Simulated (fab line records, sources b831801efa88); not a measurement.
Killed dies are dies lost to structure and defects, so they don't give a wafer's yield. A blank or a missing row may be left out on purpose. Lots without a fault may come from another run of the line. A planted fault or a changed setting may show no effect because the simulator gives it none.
Chamber matching | flow sfq_line | SFQ_TRILAYER_I6_CMP_CMP_166 on cmp-01: 4 sister chambers
The step polishes SiO2. 8 wafers are shown with their chamber, then 8 later ones without.

WAFERS WITH THEIR CHAMBER
wafer  | chamber | motor_current_A (A) | time_to_endpoint_s (s)
L697.3 | 0       | 10.1                | 208
L697.4 | 3       | 10.0                | 215
L700.5 | 2       | 12.0                | 214
L700.6 | 1       | 11.3                | 223
L702.1 | 3       | 9.9                 | 211
L702.2 | 2       | 11.8                | 207
L702.4 | 1       | 10.7                | 221
L707.3 | 0       | 9.8                 | 208

WAFERS WITHOUT THEIR CHAMBER
wafer  | motor_current_A (A) | time_to_endpoint_s (s)
L707.4 | 10.5                | 217
L707.5 | 10.0                | 215
L709.2 | 9.9                 | 209
L709.5 | 11.9                | 221
L709.6 | 10.2                | 212
L713.1 | 11.3                | 214
L713.4 | 10.8                | 226
L713.6 | 10.1                | 217

WHICH CHAMBER EACH WENT THROUGH
wafer  | from the rows above          | in truth
L707.4 | can't be placed: 3 or 1 or 0 | 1
L707.5 | can't be placed: 3 or 0      | 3
L709.2 | can't be placed: 0 or 3      | 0
L709.5 | can't be placed: 2 or 1      | 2
L709.6 | can't be placed: 3 or 0      | 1
L713.1 | can't be placed: 2 or 1      | 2
L713.4 | 1                            | 1
L713.6 | can't be placed: 3 or 0      | 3
Placed correctly: 1 of 8. Can't be placed from these rows: 7 (the true chamber is among the candidates in 6). Placed wrongly: 0.
How it was worked out, from the rows above alone: a wafer's distance from a chamber is the root of the sum, over the readings, of the square of ((its reading less the chamber's mean) divided by the reading's scatter). The wafer belongs to the nearest chamber; if the next one is less than 2 further off, it can't be placed. A chamber's mean is the mean of its shown wafers. The scatter: the root of (the sum of the squares of (reading less its chamber's mean) over the shown wafers, divided by (wafers less chambers)).
